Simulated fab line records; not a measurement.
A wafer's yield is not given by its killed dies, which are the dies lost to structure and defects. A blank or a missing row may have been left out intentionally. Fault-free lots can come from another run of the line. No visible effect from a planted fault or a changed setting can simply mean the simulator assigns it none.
Which tool did it? + flow gf180mcu + 24 lots, 72 wafers sampled, at 3 steps of a route of 602

WHAT THE GAUGES SHOWED, per wafer
GF_V2_THK_MEAS_03. Usual: V2_CVD_02_THK 851 nm, standard deviation 11.
| lot  | measured     | on           | V2_CVD_02_THK (nm) | flag |
|------|--------------|--------------|--------------------|------|
| L074 | day 19 07:01 | filmMetro-02 | 849 864 874        |      |
| L075 | day 19 15:31 | filmMetro-02 | 849 859 861        |      |
| L076 | day 19 23:48 | filmMetro-04 | 842 833 850        |      |
| L078 | day 21 00:33 | filmMetro-01 | 836 831 836        |      |
| L077 | day 21 00:54 | filmMetro-04 | 831 845 841        |      |
| L079 | day 21 13:17 | filmMetro-02 | 842 861 865        |      |
| L080 | day 21 22:19 | filmMetro-02 | 844 862 854        |      |
| L081 | day 22 05:17 | filmMetro-04 | 840 838 843        |      |
| L082 | day 22 08:47 | filmMetro-02 | 861 851 848        |      |
| L083 | day 22 21:29 | filmMetro-02 | 834 859 876        |      |
| L084 | day 23 07:31 | filmMetro-01 | 837 843 842        |      |
| L085 | day 23 15:53 | filmMetro-04 | 848 851 860        |      |
| L086 | day 23 23:40 | filmMetro-02 | 849 866 863        |      |
| L087 | day 24 02:57 | filmMetro-04 | 836 853 860        |      |
| L088 | day 24 11:36 | filmMetro-04 | 833 854 864        |      |
| L089 | day 24 22:40 | filmMetro-04 | 841 845 842        |      |
| L090 | day 25 02:04 | filmMetro-04 | 826 865 841        |      |
| L091 | day 25 08:28 | filmMetro-01 | 854 854 860        |      |
| L092 | day 25 14:53 | filmMetro-04 | 846 840 848        |      |
| L093 | day 26 03:57 | filmMetro-04 | 835 843 857        |      |
| L094 | day 26 07:35 | filmMetro-04 | 832 853 868        |      |
| L095 | day 26 15:14 | filmMetro-02 | 870 857 872        |      |
| L096 | day 26 20:23 | filmMetro-01 | 860 854 862        |      |
| L097 | day 27 03:32 | filmMetro-02 | 840 840 858        |      |

GF_V3_BOW_MEAS_05. Usual: V3_BOW 118 um, standard deviation 8.9.
| lot  | measured     | on           | V3_BOW (um) | flag |
|------|--------------|--------------|-------------|------|
| L074 | day 21 11:59 | filmMetro-04 | 125 117 129 |      |
| L075 | day 21 18:55 | filmMetro-04 | 118 128 116 |      |
| L076 | day 22 03:33 | filmMetro-01 | 124 114 120 |      |
| L078 | day 23 01:57 | filmMetro-01 | 110 107 111 |      |
| L077 | day 23 02:52 | filmMetro-04 | 108 125 111 |      |
| L079 | day 23 14:10 | filmMetro-01 | 109 115 108 |      |
| L080 | day 23 23:47 | filmMetro-03 | 134 129 111 |      |
| L081 | day 24 06:26 | filmMetro-04 | 120 119 132 |      |
| L082 | day 24 10:19 | filmMetro-04 | 124 114 135 |      |
| L083 | day 24 21:30 | filmMetro-03 | 123 116 120 |      |
| L084 | day 25 07:11 | filmMetro-03 | 119 116 116 |      |
| L085 | day 25 15:29 | filmMetro-01 | 109 108 112 |      |
| L086 | day 25 21:53 | filmMetro-03 | 127 105 116 |      |
| L087 | day 26 01:50 | filmMetro-03 | 112 118 110 |      |
| L088 | day 26 10:36 | filmMetro-03 | 111 114 109 |      |
| L089 | day 26 20:25 | filmMetro-03 | 99 113 117  |      |
| L090 | day 27 00:42 | filmMetro-04 | 138 132 134 |      |
| L091 | day 27 05:14 | filmMetro-04 | 118 106 114 |      |
| L092 | day 27 13:11 | filmMetro-03 | 125 123 128 |      |
| L093 | day 27 23:31 | filmMetro-04 | 117 108 124 |      |
| L094 | day 28 04:56 | filmMetro-03 | 118 121 115 |      |
| L095 | day 28 11:19 | filmMetro-03 | 126 128 119 |      |
| L096 | day 28 16:46 | filmMetro-01 | 98 96 113   |      |
| L097 | day 28 22:35 | filmMetro-03 | 120 112 109 |      |

GF_V3_CD_MEAS_14 targets a cd of 260 nm. Usual: cdNm 259.6 nm, standard deviation 1.
| lot  | measured     | on       | cdNm (nm)         | flag |
|------|--------------|----------|-------------------|------|
| L074 | day 22 11:27 | cdSem-02 | 260.5 260.0 259.5 |      |
| L075 | day 22 18:59 | cdSem-02 | 257.9 259.2 257.7 |      |
| L076 | day 23 02:28 | cdSem-02 | 256.9 257.5 258.9 |      |
| L078 | day 24 00:06 | cdSem-02 | 259.4 259.8 259.2 |      |
| L077 | day 24 00:55 | cdSem-02 | 259.5 261.5 260.4 |      |
| L079 | day 24 12:20 | cdSem-02 | 260.6 259.8 260.0 |      |
| L080 | day 24 21:14 | cdSem-01 | 259.1 258.2 259.6 |      |
| L081 | day 25 04:10 | cdSem-02 | 258.8 260.2 258.7 |      |
| L082 | day 25 07:41 | cdSem-02 | 260.0 258.9 259.7 |      |
| L083 | day 25 18:46 | cdSem-02 | 258.3 260.1 259.1 |      |
| L084 | day 26 04:52 | cdSem-02 | 260.2 260.1 261.0 |      |
| L085 | day 26 12:39 | cdSem-02 | 257.9 257.1 258.7 |      |
| L086 | day 26 18:01 | cdSem-02 | 260.4 261.6 260.7 |      |
| L087 | day 26 22:30 | cdSem-02 | 259.4 259.6 259.9 |      |
| L088 | day 27 07:24 | cdSem-02 | 261.1 260.3 262.2 |      |
| L089 | day 27 16:44 | cdSem-02 | 260.0 260.8 258.4 |      |
| L090 | day 27 20:38 | cdSem-01 | 259.9 260.3 260.0 |      |
| L091 | day 28 01:25 | cdSem-01 | 258.2 260.1 259.7 |      |
| L092 | day 28 08:30 | cdSem-02 | 259.9 260.5 260.6 |      |
| L093 | day 28 19:11 | cdSem-02 | 258.2 258.3 258.2 |      |
| L094 | day 29 00:17 | cdSem-01 | 260.3 262.2 259.4 |      |
| L095 | day 29 06:05 | cdSem-02 | 260.9 258.9 260.8 |      |
| L096 | day 29 11:14 | cdSem-02 | 260.0 258.9 259.0 |      |
| L097 | day 29 17:32 | cdSem-01 | 260.0 259.8 259.0 |      |

EACH LOT AND THE TOOL THAT RAN IT (in order: tool; ch and the chambers of the sampled wafers; start)
Record: no process step prior to these readings.

WHAT THE TOOLS THEMSELVES READ (means of the sampled wafers that have a number; where no wafer has one, the mark that the record gives instead)
The record holds no such reading with a usual standard deviation.

THE ANSWER, worked out from the rows above alone
Rule: a lot counts as off when the mean over its wafers that have a number is more than 3 standard deviations away from the usual mean. Also off: a lot with no number at a reading for which 4 or more lots have one. Where the step has rows for the other lots, those lots are counted as sound. First the gauges in route order, then the tools' own readings, where a lot's mean is used as printed above. At the first step where some lot is off, the reading lying furthest off is the one used; lots without a number count as furthest.
Nothing can be told from this: no lot is off at any reading shown.

WHAT THE SIMULATOR HAD INSERTED
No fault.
